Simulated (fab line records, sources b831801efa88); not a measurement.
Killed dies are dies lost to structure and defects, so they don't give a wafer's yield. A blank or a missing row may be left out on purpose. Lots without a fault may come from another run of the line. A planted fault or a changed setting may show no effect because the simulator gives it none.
Tool commonality check | flow gf180mcu | 13 lots, 39 wafers sampled

WHY IT WAS OPENED
At GF_PSD_TW_MEAS_11 the reading PSD_TW is flagged on 1 of 13 lots. Wafers without a fault read 3171, standard deviation 24.
Rule: a lot is flagged when every wafer of it that has a number lies more than 4 standard deviations from that mean, or none has a number. The other lots count as sound.

lot  | measured     | on            | PSD_TW, wafer by wafer | flag
L719 | day 14 14:10 | film_metro-01 | 3194 3178 3197         |
L720 | day 14 19:25 | film_metro-02 | 3134 3128 3126         |
L721 | day 15 06:43 | film_metro-01 | 3190 3191 3188         |
L723 | day 15 22:40 | film_metro-03 | 3169 3173 3165         |
L724 | day 16 06:34 | film_metro-01 | 3199 3204 3210         |
L725 | day 16 14:16 | film_metro-02 | 3150 3155 3150         |
L726 | day 16 19:43 | film_metro-01 | 3199 3209 3200         |
L727 | day 17 04:52 | film_metro-02 | 3125 3155 3120         |
L728 | day 17 18:56 | film_metro-03 | 30 30 30               | FLAGGED
L739 | day 21 17:22 | film_metro-02 | 3166 3162 3157         |
L738 | day 21 19:13 | film_metro-03 | 3182 3166 3183         |
L740 | day 21 20:07 | film_metro-02 | 3159 3162 3154         |
L741 | day 22 05:29 | film_metro-02 | 3150 3157 3155         |
The numbers of the flagged lots are 30 on average: -3141 against the usual, or -99 or more standard deviations.

WHICH TOOL RAN EACH LOT
The record holds 4 process steps before the reading, out of a route of 602 steps. In each cell: the tool, then ch and the chambers that the sampled wafers went through, then the start.
lot  | flag    | GF_HV_LDD_STRIP_22                   | GF_HV_LDD_STRIP_37                   | GF_NSD_STRIP_11                      | GF_PSD_STRIP_10
L719 |         | plasma_asher-01 ch 0,1, day 11 02:01 | plasma_asher-01 ch 1, day 11 21:13   | plasma_asher-02 ch 1, day 13 17:16   | plasma_asher-02 ch 0,1, day 14 14:04
L720 |         | plasma_asher-04 ch 0,1, day 11 07:04 | plasma_asher-04 ch 0,1, day 12 02:53 | plasma_asher-03 ch 0,1, day 13 22:07 | plasma_asher-01 ch 0,1, day 14 19:19
L721 |         | plasma_asher-01 ch 1, day 11 15:41   | plasma_asher-01 ch 1, day 12 11:20   | plasma_asher-03 ch 1, day 14 09:22   | plasma_asher-02 ch 0,1, day 15 06:37
L723 |         | plasma_asher-04 ch 0,1, day 12 09:22 | plasma_asher-04 ch 0,1, day 13 05:31 | plasma_asher-03 ch 0,1, day 15 01:46 | plasma_asher-02 ch 0,1, day 15 22:34
L724 |         | plasma_asher-01 ch 0,1, day 12 16:41 | plasma_asher-04 ch 0,1, day 13 13:25 | plasma_asher-04 ch 0,1, day 15 10:46 | plasma_asher-03 ch 0,1, day 16 06:28
L725 |         | plasma_asher-03 ch 0,1, day 12 20:25 | plasma_asher-04 ch 0,1, day 13 17:16 | plasma_asher-02 ch 0,1, day 15 16:37 | plasma_asher-01 ch 0,1, day 16 14:10
L726 |         | plasma_asher-04 ch 0,1, day 13 04:28 | plasma_asher-01 ch 0,1, day 14 01:31 | plasma_asher-02 ch 0,1, day 15 21:43 | plasma_asher-01 ch 0,1, day 16 19:37
L727 |         | plasma_asher-04 ch 0,1, day 13 12:40 | plasma_asher-01 ch 0,1, day 14 10:34 | plasma_asher-02 ch 0,1, day 16 06:07 | plasma_asher-02 ch 0,1, day 17 04:46
L728 | FLAGGED | plasma_asher-04 ch 0,1, day 14 00:28 | plasma_asher-01 ch 0,1, day 14 21:33 | plasma_asher-02 ch 0,1, day 16 19:37 | plasma_asher-03 ch 0,1, day 17 18:50
L739 |         | plasma_asher-01 ch 0,1, day 17 13:19 | plasma_asher-04 ch 0,1, day 18 13:31 | plasma_asher-03 ch 0,1, day 20 17:22 | plasma_asher-01 ch 0,1, day 21 17:16
L738 |         | plasma_asher-01 ch 0,1, day 17 14:01 | plasma_asher-03 ch 0,1, day 18 14:10 | plasma_asher-03 ch 0,1, day 20 18:19 | plasma_asher-02 ch 0,1, day 21 19:07
L740 |         | plasma_asher-03 ch 0,1, day 17 14:10 | plasma_asher-03 ch 0,1, day 18 14:28 | plasma_asher-03 ch 0,1, day 20 19:46 | plasma_asher-01 ch 0,1, day 21 20:01
L741 |         | plasma_asher-04 ch 0,1, day 17 23:52 | plasma_asher-04 ch 0,1, day 19 00:22 | plasma_asher-04 ch 0,1, day 21 05:44 | plasma_asher-03 ch 0,1, day 22 05:23
What these steps do:
- GF_HV_LDD_STRIP_22: strips in O2/N2.
- GF_HV_LDD_STRIP_37: strips in O2/N2.
- GF_NSD_STRIP_11: strips in O2/N2.
- GF_PSD_STRIP_10: strips in O2/N2.
- GF_PSD_TW_MEAS_11

FLAGGED OVER TOTAL, TOOL BY TOOL (the gauges that took the reading come last)
step               | tool            | lots run | flagged | share of the flagged lots | sound lots run after its first flagged lot
GF_HV_LDD_STRIP_22 | plasma_asher-01 | 5        | 0       | none                      | -
GF_HV_LDD_STRIP_22 | plasma_asher-03 | 2        | 0       | none                      | -
GF_HV_LDD_STRIP_22 | plasma_asher-04 | 6        | 1       | all                       | 1 (L741)
GF_HV_LDD_STRIP_37 | plasma_asher-01 | 5        | 1       | all                       | 0
GF_HV_LDD_STRIP_37 | plasma_asher-03 | 2        | 0       | none                      | -
GF_HV_LDD_STRIP_37 | plasma_asher-04 | 6        | 0       | none                      | -
GF_NSD_STRIP_11    | plasma_asher-02 | 5        | 1       | all                       | 0
GF_NSD_STRIP_11    | plasma_asher-03 | 6        | 0       | none                      | -
GF_NSD_STRIP_11    | plasma_asher-04 | 2        | 0       | none                      | -
GF_PSD_STRIP_10    | plasma_asher-01 | 5        | 0       | none                      | -
GF_PSD_STRIP_10    | plasma_asher-02 | 5        | 0       | none                      | -
GF_PSD_STRIP_10    | plasma_asher-03 | 3        | 1       | all                       | 1 (L741)
GF_PSD_TW_MEAS_11  | film_metro-01   | 4        | 0       | none                      | -
GF_PSD_TW_MEAS_11  | film_metro-02   | 6        | 0       | none                      | -
GF_PSD_TW_MEAS_11  | film_metro-03   | 3        | 1       | all                       | 1 (L738)

WHAT THE TABLE ALLOWS
5 rows of the table ran every flagged lot: plasma_asher-04 at GF_HV_LDD_STRIP_22, plasma_asher-01 at GF_HV_LDD_STRIP_37, plasma_asher-02 at GF_NSD_STRIP_11, plasma_asher-03 at GF_PSD_STRIP_10, film_metro-03 at GF_PSD_TW_MEAS_11.
- plasma_asher-04 at GF_HV_LDD_STRIP_22: 1 of its 6 lots flagged. Sound lots ran on it after the first flagged one (L741), which a lasting fault on the whole tool wouldn't allow.
- plasma_asher-01 at GF_HV_LDD_STRIP_37: 1 of its 5 lots flagged. Its last sound lot is L727 (day 14 10:34), its first flagged lot L728 (day 14 21:33): a fault that began between those two fits.
- plasma_asher-02 at GF_NSD_STRIP_11: 1 of its 5 lots flagged. Its last sound lot is L727 (day 16 06:07), its first flagged lot L728 (day 16 19:37): a fault that began between those two fits. Its own readings lie more than 4 standard deviations out on every wafer of the flagged lots: oes_product_au.
- plasma_asher-03 at GF_PSD_STRIP_10: 1 of its 3 lots flagged. Sound lots ran on it after the first flagged one (L741), which a lasting fault on the whole tool wouldn't allow. Its own readings lie more than 4 standard deviations out on every wafer of the flagged lots: oes_product_au, strip_time_to_endpoint_s.
- film_metro-03 at GF_PSD_TW_MEAS_11: 1 of its 3 lots flagged. Sound lots ran on it after the first flagged one (L738), which a lasting fault on the whole tool wouldn't allow.
Counting lots can't tell these 2 tools apart, because each fits a fault that began at some hour. More lots, or a look at what each step does to the wafer, might.

WHAT THE SIMULATOR HAD PUT IN
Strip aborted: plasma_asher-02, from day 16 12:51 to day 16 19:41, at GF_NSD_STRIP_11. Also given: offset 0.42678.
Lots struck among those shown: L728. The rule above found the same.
